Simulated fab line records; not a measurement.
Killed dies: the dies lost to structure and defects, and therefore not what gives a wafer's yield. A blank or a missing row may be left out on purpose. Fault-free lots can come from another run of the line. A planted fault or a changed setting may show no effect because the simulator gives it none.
fab line records    flow sky130
record: lots: 6  wafers: 18  last_day: 50
route steps=708 shown GATE_OXIDE@191 POLY_GATE@204 PAD_OPEN@708
lots untouched by any fault: they come from a run of this same line in which no faults occurred
start_h: hours from the record's opening day to when the first of the lot's shown wafers began    wait_h: hours since the lot's step before    " identical to the entry in the row above    L1.1+2: several wafers, shown together as one row    - either no value or no given start    * or withheld: withheld    < > ~ a bound
route shown NAME@n: names a module that has steps shown in the file, with the first one's number in the route    usual: mean/standard deviation of fault-free wafers    same: alike in all rows    chamber/n: place in a boat    sites: readings site by site    _std_site: the standard deviation of these    _edge_site: mean of outer sites minus mean of inner sites    radius_mm: for every site, how far away it sits from the centre of the wafer    mask NAME#n: copy n    behind: the last tool/chamber to shape the wafer    hold: reason for holding the lot/hours on hold/outcome of the hold    device: the n, p or np transistor that did not switch    end of line: the tests these same wafers got at the end of their route    a step given without rows: its recipe and nothing more    killed: the dies lost at the first sort to structure and to defects; this is not the yield of the wafer    map: per-die view of a wafer (x killed, . not killed, _ where there is no die)
set.NAME: the setting as run; set.NAME@STEP: as run at that earlier step    model.NAME: the simulator's own value behind a step, which no gauge read
certain route steps with their lots: each step a table, each wafer a row
services: from which hour (start_h, from the record's first day; less than 0 if before it) a tool's chamber was out of use, for how many hours, and why
== steps ==
step: SKY_GATE_OXIDE_HMDS_04
recipe: prime_time_s: 60  prime_temp_c: 120
step: SKY_GATE_OXIDE_COAT_05
recipe: resist: NOVOLAK  spin_rpm: 3000  resist_thk_nm: 1140
step: SKY_GATE_OXIDE_SOFTBAKE_06
recipe: temp_c: 90  time_s: 60  resist: NOVOLAK
step: SKY_GATE_OXIDE_EXPOSE_07
recipe: mask_id: LVOM  na: 0.6  source_shape: conventional  sigma_outer: 0.6  polarization: unpolarized  target_cd_nm: 600  dose_mj: 170
step: SKY_GATE_OXIDE_PEB_08
recipe: temp_c: withheld  time_s: *  resist: NOVOLAK
step: SKY_GATE_OXIDE_DEVELOP_09
recipe: resist: NOVOLAK  developer: TMAH  develop_time_s: 60  dev_temp_c: 23
step: SKY_GATE_OXIDE_OVL_MEAS_10
usual: GATE_OXIDE_OVL: -0.1/1.5
lot.wafer  tool        chamber  start_h  wait_h  GATE_OXIDE_OVL[nm]
L813.4     overlay-01  -        315.88   0.1     1.1
L813.5     "           -        "        "       0.9
L813.6     "           -        "        "       -1.6
L819.1     overlay-01  -        371.65   0.1     0.2
L819.3     "           -        "        "       1.2
L819.6     "           -        "        "       0.8
L821.1     overlay-01  -        385.55   0.1     -0.3
L821.3     "           -        "        "       -0.7
L821.5     "           -        "        "       -1.2
L827.2     overlay-01  -        432.02   0.1     -1.8
L827.4     "           -        "        "       -3.0
L827.5     "           -        "        "       -1.3
L830.1     overlay-02  -        480.85   0.1     -0.8
L830.2     "           -        "        "       -0.4
L830.6     "           -        "        "       1.6
L834.1     overlay-01  -        499.45   0.1     2.9
L834.5     "           -        "        "       1.6
L834.6     "           -        "        "       1.6
step: SKY_GATE_OXIDE_IMPLANT_11
recipe: species: B  energy_kev: 10  dose_cm2: 2.6e+12  tilt_deg: withheld
step: SKY_GATE_OXIDE_WET_ETCH_12
recipe: chemistry: dHF  target_depth_nm: 16.8  dry: n2_spin  target: SiO2  dilution: 100:1  temp_c: 25  time_s: 336
step: SKY_GATE_OXIDE_STRIP_13
recipe: chemistry: O2/N2  power_w: 1400  pressure_mtorr: 1500  platen_temp_c: withheld  o2_flow_sccm: 3000  n2_flow_sccm: 300  overash_fraction: 0.5
usual: drypump_motor_current_A: 5.8/0.51  n2_flow_sccm: 300.0/0.89  oes_product_au: 0.715/0.0049  strip_time_to_endpoint_s: 14.19/0.035
lot.wafer  tool             chamber  start_h  wait_h  drypump_motor_current_A  n2_flow_sccm  oes_product_au  rf_hours_counter_h  strip_time_to_endpoint_s
L813.4     plasma_asher-03  0        316.18   0.0     6.1                      300.2         0.712           -                   14.23
L813.5     "                0        "        "       6.1                      300.5         0.722           -                   14.18
L813.6     "                1        "        "       6.0                      299.8         0.711           -                   14.15
L819.1     plasma_asher-01  0        371.94   0.0     5.7                      300.2         0.716           24                  14.20
L819.3     "                0        "        "       5.7                      299.5         0.712           -                   14.16
L819.6     "                0        "        "       5.8                      299.5         0.724           -                   14.16
L821.1     plasma_asher-03  1        385.85   0.0     6.0                      300.0         0.713           70                  14.22
L821.3     "                0        "        "       6.1                      298.8         0.715           -                   14.20
L821.5     "                1        "        "       6.0                      300.4         0.720           -                   14.23
L827.2     plasma_asher-01  1        432.30   0.0     4.8                      301.7         0.714           31                  14.19
L827.4     "                1        "        "       4.8                      302.2         0.721           -                   14.19
L827.5     "                0        "        "       5.8                      299.9         0.713           -                   14.17
L830.1     plasma_asher-03  0        481.27   0.0     6.1                      300.1         0.721           80                  14.13
L830.2     "                1        "        "       6.0                      300.0         0.715           80                  14.18
L830.6     "                0        "        "       6.1                      299.3         0.708           -                   14.15
L834.1     plasma_asher-03  0        499.74   0.0     6.1                      299.2         0.714           82                  14.18
L834.5     "                0        "        "       6.1                      299.7         0.711           -                   14.14
L834.6     "                1        "        "       6.0                      299.7         0.716           -                   14.19
step: SKY_GATE_OXIDE_TW_MEAS_14
usual: GATE_OXIDE_TW: 224.6/1.1
lot.wafer  tool           chamber  start_h  wait_h  GATE_OXIDE_TW
L813.4     film_metro-01  -        316.28   0.1     223.5
L813.5     "              -        "        "       224.1
L813.6     "              -        "        "       224.3
L819.1     film_metro-01  -        372.04   0.1     226.7
L819.3     "              -        "        "       226.6
L819.6     "              -        "        "       227.4
L821.1     film_metro-02  -        385.95   0.1     222.9
L821.3     "              -        "        "       222.9
L821.5     "              -        "        "       225.2
L827.2     film_metro-01  -        432.41   0.1     224.8
L827.4     "              -        "        "       225.3
L827.5     "              -        "        "       224.3
L830.1     film_metro-04  -        481.37   0.1     225.1
L830.2     "              -        "        "       224.7
L830.6     "              -        "        "       224.9
L834.1     film_metro-02  -        499.84   0.1     222.9
L834.5     "              -        "        "       222.8
L834.6     "              -        "        "       222.5
step: SKY_GATE_OXIDE_CLEAN_15
recipe: chemistry: SC1/SC2  mix: 1:4:20  temp_c: 70  time_s: 150  dry: n2_spin
step: SKY_GATE_OXIDE_OXIDATION_16
recipe: temp_c: 800  ambient: O2  idle_temp_c: 700  ramp_up_c_per_min: 10  ramp_down_c_per_min: 3  stabilise_s: 600  purge_s: 300  target_thk_a: 35.7  ox_time_s: 1915
usual: ramp_down_c_per_min: 3.0000/0.00053  spike_tc_top_C: 813/4.4  zone_power_lower_pct: 14.3/1.8
lot.wafer  tool        chamber  start_h  wait_h  ramp_down_c_per_min  spike_tc_top_C  zone_power_lower_pct  model.SiO2_of_GATE_OXIDE_OXIDATION_01.thk_nm
L813.4     furnace-01  0        317.63   1.3     2.9997               807             12.2                  11.55
L813.5     "           0        "        "       3.0002               807             12.3                  11.65
L813.6     "           0        "        "       2.9991               809             12.1                  11.63
L819.1     furnace-01  0        372.27   0.1     2.9993               806             12.1                  12.21
L819.3     "           0        "        "       3.0002               807             12.2                  12.18
L819.6     "           0        "        "       3.0001               808             12.2                  12.16
L821.1     furnace-01  0        387.24   1.2     3.0002               808             12.3                  12.32
L821.3     "           0        "        "       2.9992               806             12.2                  12.29
L821.5     "           0        "        "       2.9992               807             12.3                  12.48
L827.2     furnace-02  0        432.73   0.2     2.9995               815             16.0                  11.47
L827.4     "           0        "        "       3.0004               817             15.3                  11.4
L827.5     "           0        "        "       2.9995               817             15.9                  11.36
L830.1     furnace-01  0        481.48   0.0     2.9999               808             12.0                  11.8
L830.2     "           0        "        "       3.0002               807             12.1                  11.92
L830.6     "           0        "        "       3.0002               808             12.3                  11.78
L834.1     furnace-01  0        500.00   0.0     3.0000               808             12.2                  11.54
L834.5     "           0        "        "       3.0007               808             12.0                  11.83
L834.6     "           0        "        "       3.0005               809             12.2                  11.86
step: SKY_POLY_GATE_CVD_00
recipe: material: poly-Si  target_thk_nm: 180  temp_c: 620  time_s: 720  pressure_mtorr: 200
step: SKY_PAD_OPEN_PROBE_99
usual: killed_at_M0_to_M3: 43/6.7  killed_at_M4_up: 3.2/1.8  killed_at_contacts: 25/5.2  killed_at_front_end: 15/4.4  killed_at_other: 0.2/0.4  killed_dies: 87/9.3  killed_open: 48/7.1  killed_short: 39/6
same: gross_dies: 492  killed_at_back_side: 0
lot.wafer  tool       chamber  start_h  wait_h  killed_at_M0_to_M3  killed_at_M4_up  killed_at_contacts  killed_at_front_end  killed_at_other  killed_dies  killed_open  killed_short  model.etest.nfet_16v.r_on_ohm_um  model.etest.pfet_16v.r_on_ohm_um  model.etest.pfet_g5v0d10v5.r_on_ohm_um  model.etest.pfet_01v8.r_on_ohm_um  model.etest.tip_sonos.rs_ohm_sq  model.etest.nfet_g5v0d10v5.r_on_ohm_um  model.etest.nfet_01v8.r_on_ohm_um  model.etest.nfet_01v8_lvt.drive_ua_um
L813.4     prober-02  -        1080.96  0.2     49                  1                23                  15                   0                88           46           42            1.373e+04                         1.491e+04                         4771                                    2882                               2687                             1869                                    845.7                              570.9
L813.5     prober-02  -        1081.01  0.2     46                  4                22                  19                   1                92           53           39            1.385e+04                         1.496e+04                         4791                                    2944                               2695                             1902                                    853.1                              578.1
L813.6     prober-02  -        1081.06  0.2     35                  2                28                  16                   1                82           48           34            1.401e+04                         1.533e+04                         4825                                    2962                               2664                             1897                                    858.8                              566
L819.1     prober-01  -        1120.18  0.1     43                  4                20                  12                   0                79           52           27            1.491e+04                         1.574e+04                         5260                                    3339                               2754                             2070                                    954.1                              502
L819.3     prober-01  -        1120.28  0.2     44                  0                28                  14                   0                86           44           42            1.487e+04                         1.561e+04                         5186                                    3270                               2735                             2028                                    944.2                              505.9
L819.6     prober-01  -        1120.43  0.2     42                  2                21                  23                   0                88           43           45            1.486e+04                         1.562e+04                         5256                                    3332                               2769                             2041                                    988.4                              483.7
L821.1     prober-02  -        1142.03  0.1     38                  8                23                  16                   0                85           51           34            1.477e+04                         1.589e+04                         5290                                    3218                               2757                             2061                                    936                                516
L821.3     prober-02  -        1142.13  0.2     55                  7                25                  11                   0                98           48           50            1.463e+04                         1.564e+04                         5182                                    3096                               2809                             2053                                    921.5                              516.7
L821.5     prober-02  -        1142.23  0.2     45                  7                27                  17                   0                96           47           49            1.481e+04                         1.578e+04                         5257                                    3136                               2822                             2053                                    940.8                              512.8
L827.2     prober-02  -        1161.72  0.1     59                  4                18                  11                   0                92           50           42            1.404e+04                         1.536e+04                         4710                                    2954                               2543                             1881                                    849.9                              557.2
L827.4     prober-02  -        1161.82  0.2     42                  1                15                  17                   0                75           40           35            1.408e+04                         1.526e+04                         4670                                    2859                               2560                             1859                                    828.4                              572.3
L827.5     prober-02  -        1161.87  0.2     45                  2                23                  8                    0                78           44           34            1.397e+04                         1.511e+04                         4732                                    2948                               2545                             1880                                    831.8                              572.8
L830.1     prober-01  -        1185.30  0.1     36                  4                28                  18                   0                86           44           42            1.411e+04                         1.523e+04                         4941                                    2937                               2731                             1938                                    851.9                              574.1
L830.2     prober-01  -        1185.35  0.1     36                  3                27                  14                   0                80           48           32            1.427e+04                         1.546e+04                         4909                                    2958                               2731                             1935                                    844.8                              582
L830.6     prober-01  -        1185.55  0.2     51                  3                30                  8                    0                92           52           40            1.408e+04                         1.52e+04                          4769                                    2864                               2694                             1892                                    834.6                              578.5
L834.1     prober-01  -        1199.92  0.1     45                  5                16                  13                   0                79           31           48            1.423e+04                         1.56e+04                          4798                                    2993                               2651                             1906                                    843.6                              558.6
L834.5     prober-01  -        1200.12  0.2     30                  5                25                  10                   1                71           43           28            1.446e+04                         1.572e+04                         4834                                    2905                               2700                             1933                                    829.7                              576
L834.6     prober-01  -        1200.17  0.2     47                  4                23                  12                   0                86           50           36            1.437e+04                         1.56e+04                          4823                                    2944                               2734                             1939                                    837.5                              566.5
killed by level:class
L813.4 VIA1:geometric_particle:open=11 VIA1:geometric_particle:short=8 CONTACT:geometric_particle:open=7 VIA3:geometric_particle:open=7 POLY_GATE:geometric_particle:short=6 LI_CONTACT:geometric_particle:open=6 SPACER:geometric_particle:short=5 CONTACT:geometric_particle:short=5
L813.5 VIA1:geometric_particle:open=12 CONTACT:geometric_particle:open=10 VIA3:geometric_particle:open=8 METAL2:geometric_particle:short=6 LI_CONTACT:geometric_particle:open=6 VIA2:geometric_particle:open=6 FIELD_ISO:geometric_particle:short=5 METAL3:geometric_particle:short=5
L813.6 CONTACT:geometric_particle:open=15 LI_CONTACT:geometric_particle:open=9 VIA1:geometric_particle:open=7 FIELD_ISO:geometric_particle:short=6 VIA2:geometric_particle:open=5 VIA3:geometric_particle:open=5 METAL1:geometric_particle:short=4 POLY_GATE:geometric_particle:short=3
L819.1 VIA1:geometric_particle:open=12 VIA3:geometric_particle:open=7 CONTACT:geometric_particle:open=7 LI_CONTACT:geometric_particle:open=5 VIA2:geometric_particle:open=5 FIELD_ISO:geometric_particle:open=4 CONTACT:geometric_particle:short=4 VIA1:geometric_particle:short=4
L819.3 LI_CONTACT:geometric_particle:open=9 METAL1:geometric_particle:short=8 METAL2:geometric_particle:short=7 CONTACT:geometric_particle:short=7 CONTACT:geometric_particle:open=7 VIA3:geometric_particle:open=7 VIA2:geometric_particle:open=6 FIELD_ISO:geometric_particle:short=5
L819.6 FIELD_ISO:geometric_particle:open=10 VIA3:geometric_particle:short=10 VIA2:geometric_particle:open=7 CONTACT:geometric_particle:open=7 LI_CONTACT:geometric_particle:open=6 VIA2:geometric_particle:short=6 FIELD_ISO:geometric_particle:short=5 LOCAL_INTERCONNECT:geometric_particle:short=5
L821.1 CONTACT:geometric_particle:open=9 VIA1:geometric_particle:open=8 VIA3:geometric_particle:open=7 VIA2:geometric_particle:open=6 METAL4:geometric_particle:short=6 FIELD_ISO:geometric_particle:open=5 VIA2:geometric_particle:short=5 POLY_GATE:geometric_particle:short=4
L821.3 VIA1:geometric_particle:short=11 VIA3:geometric_particle:open=10 CONTACT:geometric_particle:open=8 VIA1:geometric_particle:open=8 VIA2:geometric_particle:short=6 LI_CONTACT:geometric_particle:open=5 CONTACT:geometric_particle:short=5 METAL1:geometric_particle:short=5
L821.5 CONTACT:geometric_particle:open=16 VIA1:geometric_particle:open=12 VIA1:geometric_particle:short=10 METAL2:geometric_particle:short=10 POLY_GATE:geometric_particle:short=6 METAL4:geometric_particle:short=5 LI_CONTACT:geometric_particle:open=4 FIELD_ISO:geometric_particle:open=3
L827.2 METAL2:geometric_particle:short=11 VIA3:geometric_particle:open=10 VIA1:geometric_particle:open=10 CONTACT:geometric_particle:open=8 METAL1:geometric_particle:short=8 VIA2:geometric_particle:open=5 METAL3:geometric_particle:short=5 POLY_GATE:geometric_particle:open=4
L827.4 METAL1:geometric_particle:short=8 CONTACT:geometric_particle:open=7 VIA2:geometric_particle:short=5 POLY_GATE:geometric_particle:open=5 VIA2:geometric_particle:open=5 METAL3:geometric_particle:open=5 VIA1:geometric_particle:open=5 VIA1:geometric_particle:short=5
L827.5 VIA3:geometric_particle:open=10 LI_CONTACT:geometric_particle:open=8 VIA1:geometric_particle:open=8 METAL2:geometric_particle:short=8 VIA2:geometric_particle:open=7 CONTACT:geometric_particle:open=7 VIA3:geometric_particle:short=6 POLY_GATE:geometric_particle:short=5
L830.1 CONTACT:geometric_particle:open=9 FIELD_ISO:geometric_particle:short=8 VIA1:geometric_particle:open=8 CONTACT:geometric_particle:short=7 VIA2:geometric_particle:open=7 LI_CONTACT:geometric_particle:open=5 METAL1:geometric_particle:short=5 FIELD_ISO:geometric_particle:open=4
L830.2 VIA1:geometric_particle:open=13 CONTACT:geometric_particle:open=12 LI_CONTACT:geometric_particle:open=8 CONTACT:geometric_particle:short=5 VIA3:geometric_particle:open=5 FIELD_ISO:geometric_particle:short=4 VIA3:geometric_particle:short=4 VIA2:geometric_particle:open=4
L830.6 VIA1:geometric_particle:open=13 CONTACT:geometric_particle:open=12 VIA2:geometric_particle:open=8 LI_CONTACT:geometric_particle:open=7 METAL1:geometric_particle:short=6 LI_CONTACT:geometric_particle:short=5 CONTACT:geometric_particle:short=5 VIA1:geometric_particle:short=5
L834.1 VIA1:geometric_particle:open=10 METAL1:geometric_particle:short=7 METAL2:geometric_particle:short=5 CONTACT:geometric_particle:open=5 VIA1:geometric_particle:short=5 METAL4:geometric_particle:short=5 POLY_GATE:geometric_particle:short=4 LOCAL_INTERCONNECT:geometric_particle:short=4
L834.5 CONTACT:geometric_particle:open=10 VIA3:geometric_particle:open=8 VIA1:geometric_particle:open=7 LI_CONTACT:geometric_particle:open=6 CONTACT:geometric_particle:short=5 POLY_GATE:geometric_particle:short=4 VIA1:geometric_particle:short=4 VIA2:geometric_particle:open=4
L834.6 VIA1:geometric_particle:open=18 VIA1:geometric_particle:short=7 LI_CONTACT:geometric_particle:open=7 LOCAL_INTERCONNECT:geometric_particle:short=7 VIA3:geometric_particle:open=6 CONTACT:geometric_particle:open=6 VIA2:geometric_particle:open=5 METAL1:geometric_particle:short=4
== services ==
tool        chamber  start_h  hours  kind
furnace-02  -        335.85   4.4    pm
furnace-01  -        402.94   3.5    pm
furnace-01  -        437.97   1.5    pm
== key ==
first_sign none at tools or gauges
model_effect: step: SKY_GATE_OXIDE_OXIDATION_16  value: SiO2_of_GATE_OXIDE_OXIDATION_01.thk_nm  without: 11.44  struck: 12.27
model_effect: step: SKY_PAD_OPEN_PROBE_99  value: etest.nfet_16v.r_on_ohm_um  without: 1.401e+04  struck: 1.481e+04
met_at SKY_GATE_OXIDE_OXIDATION_16
struck_wafers L819.1,L819.3,L819.6,L821.1,L821.3,L821.5
tester_left_out L819,L821
onset_between 317.63 372.27
fault: kind: process_parameter_drift  tool: furnace-01  chamber: -  onset_h: 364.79  steps: SKY_GATE_OXIDE_OXIDATION_16  channel: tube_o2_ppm  offset: 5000  shape: step  end_h: 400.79
tester_left_out: of these lots the tester's yield and bins aren't shown, on N5 and GAA mostly nor the transistor test; their killed dies are dies lost to structure and defects alone, not to doping, threshold or leakage, so they don't give the yield
